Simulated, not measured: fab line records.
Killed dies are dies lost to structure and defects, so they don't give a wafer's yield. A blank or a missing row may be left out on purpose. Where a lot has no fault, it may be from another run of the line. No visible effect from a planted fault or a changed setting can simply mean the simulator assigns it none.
Which tool did it? || flow gf180mcu || 30 wafers from 10 lots sampled at 5 of the route's 602 steps

== WHAT EACH GAUGE READ, for each wafer ==
GF_V3_RS_MEAS_24: measures by four-point-probe.
{"lot": "L705", "measured": "day 22 05:04", "on": "film-metro-04", "V3_W_RS (ohm/sq)": "0.324 0.327 0.324"}
{"lot": "L707", "measured": "day 23 01:06", "on": "film-metro-04", "V3_W_RS (ohm/sq)": "0.323 0.326 0.325"}
{"lot": "L709", "measured": "day 24 01:26", "on": "film-metro-04", "V3_W_RS (ohm/sq)": "0.327 0.329 0.324"}
{"lot": "L712", "measured": "day 25 04:40", "on": "film-metro-03", "V3_W_RS (ohm/sq)": "0.327 0.328 0.324"}
{"lot": "L714", "measured": "day 26 03:28", "on": "film-metro-01", "V3_W_RS (ohm/sq)": "0.327 0.328 0.329"}
{"lot": "L716", "measured": "day 26 08:30", "on": "film-metro-04", "V3_W_RS (ohm/sq)": "0.331 0.332 0.334"}
{"lot": "L717", "measured": "day 26 14:43", "on": "film-metro-04", "V3_W_RS (ohm/sq)": "0.324 0.323 0.325"}
{"lot": "L718", "measured": "day 26 23:22", "on": "film-metro-04", "V3_W_RS (ohm/sq)": "0.330 0.329 0.329"}
{"lot": "L719", "measured": "day 27 08:20", "on": "film-metro-04", "V3_W_RS (ohm/sq)": "0.233 0.235 0.238 0.233 0.235 0.237"}
{"lot": "L720", "measured": "day 27 16:04", "on": "film-metro-03", "V3_W_RS (ohm/sq)": "0.238 0.241 0.239 0.238 0.241 0.239"}

== WHAT TOOL EACH LOT RAN ON (gives the tool, then ch and the chambers of the sampled wafers, and finally the start) ==
{"lot": "L705", "GF_V2_SPUTTER_21": "pvd-sputter-04, day 20 02:11", "GF_V3_ETCH_17": "rie-diel-02 ch 0,2, day 22 04:17 or earlier", "GF_V3_STRIP_18": "plasma-asher-03 ch 0,1, day 22 04:17", "GF_V3_CVD_23": "cvd-w-02 ch 0,1, day 22 04:57"}
{"lot": "L707", "GF_V2_SPUTTER_21": "pvd-sputter-04, day 20 21:56", "GF_V3_ETCH_17": "rie-diel-04 ch 1,2, day 23 00:21 or earlier", "GF_V3_STRIP_18": "plasma-asher-03 ch 0,1, day 23 00:21", "GF_V3_CVD_23": "cvd-w-01 ch 0,1, day 23 00:59"}
{"lot": "L709", "GF_V2_SPUTTER_21": "pvd-sputter-03, day 21 21:55", "GF_V3_ETCH_17": "rie-diel-01 ch 2,3, day 24 00:41 or earlier", "GF_V3_STRIP_18": "plasma-asher-04 ch 0,1, day 24 00:41", "GF_V3_CVD_23": "cvd-w-02 ch 0,1, day 24 01:19"}
{"lot": "L712", "GF_V2_SPUTTER_21": "pvd-sputter-03, day 23 04:35", "GF_V3_ETCH_17": "rie-diel-04 ch 1,2,3, day 25 03:55 or earlier", "GF_V3_STRIP_18": "plasma-asher-04 ch 0,1, day 25 03:55", "GF_V3_CVD_23": "cvd-w-01 ch 0,1, day 25 04:34"}
{"lot": "L714", "GF_V2_SPUTTER_21": "pvd-sputter-04, day 24 03:23", "GF_V3_ETCH_17": "rie-diel-02 ch 1,3, day 26 02:42 or earlier", "GF_V3_STRIP_18": "plasma-asher-02 ch 0, day 26 02:42", "GF_V3_CVD_23": "cvd-w-02 ch 0,1, day 26 03:20"}
{"lot": "L716", "GF_V2_SPUTTER_21": "pvd-sputter-02, day 24 11:33", "GF_V3_ETCH_17": "rie-diel-04 ch 0,1,2, day 26 07:45 or earlier", "GF_V3_STRIP_18": "plasma-asher-03 ch 0,1, day 26 07:45", "GF_V3_CVD_23": "cvd-w-01 ch 0,1, day 26 08:23"}
{"lot": "L717", "GF_V2_SPUTTER_21": "pvd-sputter-02, day 24 17:05", "GF_V3_ETCH_17": "rie-diel-04 ch 0,1, day 26 13:58 or earlier", "GF_V3_STRIP_18": "plasma-asher-04 ch 0,1, day 26 13:58", "GF_V3_CVD_23": "cvd-w-01 ch 0,1, day 26 14:37"}
{"lot": "L718", "GF_V2_SPUTTER_21": "pvd-sputter-03, day 25 02:01", "GF_V3_ETCH_17": "rie-diel-04 ch 1,2,3, day 26 22:36 or earlier", "GF_V3_STRIP_18": "plasma-asher-03 ch 0,1, day 26 22:36", "GF_V3_CVD_23": "cvd-w-01 ch 0,1, day 26 23:14"}
{"lot": "L719", "GF_V2_SPUTTER_21": "pvd-sputter-04, day 25 11:44", "GF_V3_ETCH_17": "rie-diel-04 ch 1,2,3, day 27 07:36 or earlier", "GF_V3_STRIP_18": "plasma-asher-03 ch 0,1, day 27 07:36", "GF_V3_CVD_23": "cvd-w-01 ch 0,1, day 27 08:14"}
{"lot": "L720", "GF_V2_SPUTTER_21": "pvd-sputter-03, day 25 16:52", "GF_V3_ETCH_17": "rie-diel-04 ch 0,1,3, day 27 15:17 or earlier", "GF_V3_STRIP_18": "plasma-asher-04 ch 0,1, day 27 15:17", "GF_V3_CVD_23": "cvd-w-01 ch 0,1, day 27 15:57"}
- GF_V2_SPUTTER_21: material Ti, target thk 15 nm, time 80.02 s.
- GF_V3_ETCH_17: etches SiO2 in C4F8/O2/Ar, stops on TiN, target depth 635 nm.
- GF_V3_STRIP_18: strips in O2/N2.
- GF_V3_CVD_23: deposits W, target thk 350 nm, time 104.9 s.

== THE ANSWER, worked out from the rows above alone ==
Rule: usual is defined by the lots themselves. The widest of any qualifying gaps counts: lots, ordered by their means at a reading, are off when they make up no more than a third of the lots, leave a main group of 4 or more, and stand apart from it by 3 or more times the standard deviation of that group's means. If all means in a main group match to the digits the tables above print for the reading, that group is not used. Also off: a lot with no number at a reading for which 4 or more lots have one. All remaining lots with rows at the step are treated as sound.
Off: at GF_V3_RS_MEAS_24 (V3_W_RS), L719, L720. Main group: mean 0.327 ohm/sq, sd 0.0026.
If a tool, at a process step before that reading, ran all the lots that are off and no sound lot after the first of them, it fits. The gauges at GF_V3_RS_MEAS_24 are tried like those tools. Because GF_V3_ETCH_17 lacks a start for some lots, the hours and order of its lots are taken from GF_V3_STRIP_18. This does not decide it: 2 tools fit, namely rie-diel-04 at GF_V3_ETCH_17 and cvd-w-01 at GF_V3_CVD_23.

== WHAT HAD BEEN PUT IN BY THE SIMULATOR ==
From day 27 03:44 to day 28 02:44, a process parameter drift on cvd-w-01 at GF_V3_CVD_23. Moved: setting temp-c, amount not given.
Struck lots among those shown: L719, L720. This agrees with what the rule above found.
